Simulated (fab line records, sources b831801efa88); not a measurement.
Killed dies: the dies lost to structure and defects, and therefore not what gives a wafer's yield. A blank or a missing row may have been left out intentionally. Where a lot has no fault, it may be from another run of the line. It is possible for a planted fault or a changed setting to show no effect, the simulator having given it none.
fab line records    flow sky130
record lots=5  wafers=27
route steps=708 shown VIA4@639
start_h: hours from the record's opening day to when the first of the lot's shown wafers began    wait_h: hours from the lot's prior step to this one    " same as the row above    L1.1+2: several wafers, shown together as one row    - value missing, or start not given    * or withheld: withheld    < > ~ a bound
route shown NAME@n: names a module that has steps shown in the file, with the first one's number in the route    usual: mean and standard deviation over wafers with no fault    same: alike in all rows    chamber/n: place in a boat    sites: each site's reading    _std_site: the standard deviation of these    _edge_site: outer sites' mean less inner sites'    radius_mm: how far each site lies from the wafer's centre    mask NAME#n: copy n    behind: the most recent tool/chamber to have shaped the wafer    hold: why the lot went on hold/how many hours it stayed there/how the hold came to an end    device: names the non-switching transistor (n, p or np)    end of line: the tests these same wafers got at the end of their route    a step with no rows: only its recipe    killed: not the wafer's yield, but the dies lost to structure and defects at the first sort    map: a wafer's dies, marking killed ones x, the rest . and places with no die _
set.NAME: setting as actually run; set.NAME@STEP: the setting as run at that earlier step    model.NAME: the simulator's own value behind a step, which no gauge read
lots with deliberately changed settings; one table per step, one row per wafer
## steps
# step SKY_VIA4_HDPCVD_00
# recipe material=SiO2  target_thk_nm=1750  sigma_open_frac=0.3  time_s=291.7  temp_c=400  sih4_flow_sccm=60  pressure_mtorr=6
lot.wafer  tool       chamber  start_h  wait_h  set.time_s  model.SiO2_of_VIA4_HDPCVD_00.thk_nm
L074.1     hdpcvd-02  0        1045.49  0.0     217.8       1306
L074.2     "          1        "        "       217.8       1298
L074.3+5   "          2        "        "       291.7       1759
L074.4     "          0        "        "       291.7       1757
L074.6     "          1        "        "       217.8       1295
L076.1     hdpcvd-02  1        1047.90  0.0     291.7       1765
L076.2     "          0        "        "       463.5       2768
L076.3     "          2        "        "       291.7       1779
L076.4     "          0        "        "       463.5       2803
L076.5     "          2        "        "       463.5       2793
L076.6     "          1        "        "       291.7       1732
L079.1     hdpcvd-01  1        1048.26  0.0     354.4       2165
L079.2     "          0        "        "       291.7       1772
L079.3     "          2        "        "       291.7       1762
L079.4     "          1        "        "       354.4       2171
L079.5     "          0        "        "       354.4       2147
L079.6     "          2        "        "       291.7       1770
L082.3     hdpcvd-02  2        1048.99  0.0     291.7       1755
L082.5     "          0        "        "       291.7       1743
L082.6     "          2        "        "       291.7       1751
L085.1     hdpcvd-02  0        1109.03  0.0     191.8       1149
L085.2     "          1        "        "       291.7       1722
L085.3     "          2        "        "       291.7       1736
L085.4     "          1        "        "       191.8       1129
L085.5     "          0        "        "       291.7       1728
L085.6     "          2        "        "       191.8       1159
# step SKY_VIA4_THK_MEAS_01
# recipe reads=SiO2_of_VIA4_HDPCVD_00
# usual VIA4_HDPCVD_THK=1762/20
lot.wafer  tool           chamber  start_h  wait_h  set.time_s@VIA4_HDPCVD_00  VIA4_HDPCVD_THK[nm]
L074.1     film_metro-03  -        1045.67  0.1     217.8                      1307
L074.2     "              -        "        "       217.8                      1297
L074.3     "              -        "        "       291.7                      1757
L074.4     "              -        "        "       291.7                      1757
L074.5     "              -        "        "       291.7                      1760
L074.6     "              -        "        "       217.8                      1294
L076.1     film_metro-01  -        1048.08  0.1     291.7                      1765
L076.2     "              -        "        "       463.5                      2768
L076.3     "              -        "        "       291.7                      1779
L076.4     "              -        "        "       463.5                      2803
L076.5     "              -        "        "       463.5                      2792
L076.6     "              -        "        "       291.7                      1733
L079.1     film_metro-02  -        1048.44  0.1     354.4                      2165
L079.2     "              -        "        "       291.7                      1771
L079.3     "              -        "        "       291.7                      1761
L079.4     "              -        "        "       354.4                      2171
L079.5     "              -        "        "       354.4                      2146
L079.6     "              -        "        "       291.7                      1770
L082.3     film_metro-02  -        1049.19  0.1     291.7                      1754
L082.5     "              -        "        "       291.7                      1743
L082.6     "              -        "        "       291.7                      1750
L085.1     film_metro-01  -        1109.21  0.1     191.8                      1148
L085.2     "              -        "        "       291.7                      1721
L085.3     "              -        "        "       291.7                      1735
L085.4     "              -        "        "       191.8                      1128
L085.5     "              -        "        "       291.7                      1729
L085.6     "              -        "        "       191.8                      1159
## key
split step=SKY_VIA4_HDPCVD_00  setting=time_s  stated=291.7  by=wafer
response step=SKY_VIA4_HDPCVD_00  reading=model.SiO2_of_VIA4_HDPCVD_00.thk_nm  change=+17.5  per=1%  r=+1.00
response step=SKY_VIA4_THK_MEAS_01  reading=VIA4_HDPCVD_THK  change=+17.5  per=1%  r=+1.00
